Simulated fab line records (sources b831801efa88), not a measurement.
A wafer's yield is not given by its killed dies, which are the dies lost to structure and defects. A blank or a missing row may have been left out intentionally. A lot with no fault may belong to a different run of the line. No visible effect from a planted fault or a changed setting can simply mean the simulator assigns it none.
A struck lot beside a sound one + flow sky130 + 43 out of 708 route steps
Sound: these wafers, L939.1, L939.5, L939.6. Wafers struck: L954.1, L954.2, L954.4. The cause comes at the end.
Each step with rows lists, per side, the tool, then ch with its chambers, then its first start. Under that, the readings that differ: sound wafers + struck wafers + difference of the means + sigmas: that difference in standard deviations of wafers without a fault.
alike: readings with means less than 2 such deviations apart, plus words and numbers identical on both sides. not compared: withheld readings, readings lacking a value on some wafer, bounds such as >300 that could conceal the same value, and numbers that have no deviation in the record and whose values overlap.
A row with sigmas, a row that says differs or no value, or rows on one side alone: a step with any of these is where the two part. When numbers do not overlap yet have no deviation, they are printed without sigmas and do not part them. A reading missing from all wafers of one side parts the sides only when that side holds two or more wafers.

first, 7 steps without rows for these wafers: SKY_VIA4_DEHYDRATE_04 (time 60 s); SKY_VIA4_HMDS_05 (prime time 60 s); SKY_VIA4_COAT_06 (resist thk 1140 nm); SKY_VIA4_SOFTBAKE_07 (time 60 s); SKY_VIA4_EXPOSE_08 (exposes mask VIM4, target cd 800 nm); SKY_VIA4_PEB_09; SKY_VIA4_DEVELOP_10 (develop time 60 s).
SKY_VIA4_OVL_MEAS_11:
  sound on overlay-01 at day 44 03:35; struck on overlay-01 at day 48 03:17
  alike: VIA4_OVL
SKY_VIA4_ETCH_12: etches SiO2 in C4F8/O2/Ar, stops on TiN, target depth 580 nm.
  sound on rieDiel-01 ch 1,2, day 44 03:37; struck on rieDiel-01 ch 1,2,3, day 48 03:20
  alike: oesProductAu
then, 3 steps without rows for these wafers: SKY_VIA4_STRIP_13 (strips in O2/N2); SKY_VIA4_STRIP_14 (strips in post etch residue remover, time 1200 s); SKY_VIA4_CLEAN_15 (cleans in IPA, time 180 s).
SKY_VIA4_CLEAN_16: cleans in O3/DIW.
  sound on wetBench-03 ch 0, day 44 04:12; struck on wetBench-04 ch 2, day 48 04:04
then, 1 step without rows for these wafers: SKY_VIA4_SPUTTER_17 (material TiN, target thk 20 nm, time 80 s).
SKY_VIA4_CVD_18: deposits W, target thk 505 nm, time 152.14 s.
  sound on cvdW-02 ch 0,1, day 44 04:21; struck on cvdW-02 ch 0,1, day 48 04:13
  alike: heaterPowerW
SKY_VIA4_RS_MEAS_19: a four-point-probe measurement.
  sound on filmMetro-03 at day 44 04:30; struck on filmMetro-04 at day 48 04:22
  alike: VIA4_W_RS
SKY_VIA4_THK_MEAS_20: measures by xrf.
  sound on filmMetro-03 at day 44 04:37; struck on filmMetro-04 at day 48 04:29
  alike: VIA4_W_THK
then, 2 steps without rows for these wafers: SKY_VIA4_CMP_21 (polishes, stops on SiO2, t overpolish 25 s, target thk 0 nm); SKY_METAL5_SPUTTER_00 (material Ti, target thk 15 nm, time 10 s).
SKY_METAL5_SPUTTER_01: material TiN, target thk 20 nm, time 16.7 s.
  sound on pvdSputter-02 at day 44 05:02; struck on pvdSputter-03 at day 48 04:52
  alike: throttleValvePct
then, 1 step without rows for these wafers: SKY_METAL5_SPUTTER_02 (material AlCu, target thk 1150 nm, time 61.2 s).
SKY_METAL5_SPUTTER_03: material Ti, target thk 5 nm, time 3.3 s.
  sound on pvdSputter-02 at day 44 05:07; struck on pvdSputter-03 at day 48 04:57
  alike: throttleValvePct
then, 1 step without rows for these wafers: SKY_METAL5_SPUTTER_04 (material TiN, target thk 70 nm, time 58.3 s).
SKY_METAL5_RS_MEAS_05: a four-point-probe measurement.
  sound on filmMetro-02 at day 44 05:11; struck on filmMetro-03 at day 48 05:01
  alike: METAL5_ALCU_RS
SKY_METAL5_THK_MEAS_06: measures by xrf.
  sound on filmMetro-02 at day 44 05:18; struck on filmMetro-03 at day 48 05:08
  alike: METAL5_ALCU_THK
then, 7 steps without rows for these wafers: SKY_METAL5_DEHYDRATE_07 (time 60 s); SKY_METAL5_HMDS_08 (prime time 60 s); SKY_METAL5_COAT_09 (resist thk 1800 nm); SKY_METAL5_SOFTBAKE_10 (time 60 s); SKY_METAL5_EXPOSE_11 (exposes mask MM5, target cd 1600 nm); SKY_METAL5_PEB_12; SKY_METAL5_DEVELOP_13 (develop time 60 s).
SKY_METAL5_DESCUM_14: chemistry O2, time 11 s.
  sound on rieMetal-03 ch 0, day 45 03:02; struck on rieMetal-04 ch 0,1, day 48 23:58
  alike: drypumpMotorCurrentA, oesProductAu, tempC
  not compared: rfHoursCounterH
then, 6 steps without rows for these wafers: SKY_METAL5_METAL_ETCH_15 (etches the open film in Cl2/BCl3, stops on SiO2, target depth 1260 nm, time 252 s); SKY_METAL5_STRIP_16 (strips in O2/N2); SKY_METAL5_STRIP_17 (strips in post etch residue remover, time 1200 s); SKY_METAL5_CLEAN_18 (cleans in IPA, time 180 s); SKY_METAL5_CLEAN_19 (cleans in O3/DIW); SKY_PASSIVATION_CVD_00 (deposits SiO2, target thk 90 nm).
SKY_PASSIVATION_THK_MEAS_01:
  sound on filmMetro-02 at day 45 04:14; struck on filmMetro-03 at day 49 01:29
  alike: PASSIVATION_CVD_00_THK
then, 1 step without rows for these wafers: SKY_PASSIVATION_CVD_02 (deposits Si3N4, target thk 540 nm).
SKY_PASSIVATION_THK_MEAS_03:
  sound on filmMetro-04 at day 45 04:31; struck on filmMetro-03 at day 49 01:46
  alike: PASSIVATION_CVD_02_THK
SKY_PAD_OPEN_PROBE_99:
  sound on prober-01 at day 47 00:45; struck on prober-02 at day 50 13:54
| reading                               | sound              | struck            | difference | sigmas |
|---------------------------------------|--------------------|-------------------|------------|--------|
| defectLimitedYield (%)                | 82.7 83.3 82.9     | 75.2 72.6 75.4    | -8.6       | -4     |
| killed_at_M4_up                       | 1 2 1              | 43 44 43          | +42        | +23    |
| killedDies                            | 85 82 84           | 122 135 121       | +42        | +4     |
| sort_bin_3_pad_short (%)              | 1.4 1.0 0.4        | 1.8 2.6 3.3       | +1.6       | +4     |
| sort_bin_5_function (%)               | 10.0 9.6 9.3       | 16.1 16.9 13.6    | +5.9       | +4     |
| sortNPass                             | 407 410 408        | 370 357 371       | -42        | -4     |
| sortYieldPct (%)                      | 82.7 83.3 82.9     | 75.2 72.6 75.4    | -8.6       | -4     |
| model.etest.tester.sortNPass          | 407 410 408        | 370 357 371       | -42        |        |
| model.etest.tester.sortYieldPct (%)   | 82.72 83.33 82.93  | 75.2 72.56 75.41  | -8.6       |        |
| model.etest.tester.sort_bin_5_pct (%) | 9.959 9.553 9.35   | 16.06 16.87 13.62 | +5.90      |        |
| model.etest.tester.sort_bin_3_pct (%) | 1.423 1.016 0.4065 | 1.829 2.642 3.252 | +1.626     |        |
  alike: killed_at_M0_to_M3, killedAtContacts, killedAtFrontEnd, killedAtOther, killedOpen, killedShort, sort_bin_6_memory

WHERE THEY PART
Only at SKY_PAD_OPEN_PROBE_99, as far as this record shows.

WHY: what had been put in by the simulator
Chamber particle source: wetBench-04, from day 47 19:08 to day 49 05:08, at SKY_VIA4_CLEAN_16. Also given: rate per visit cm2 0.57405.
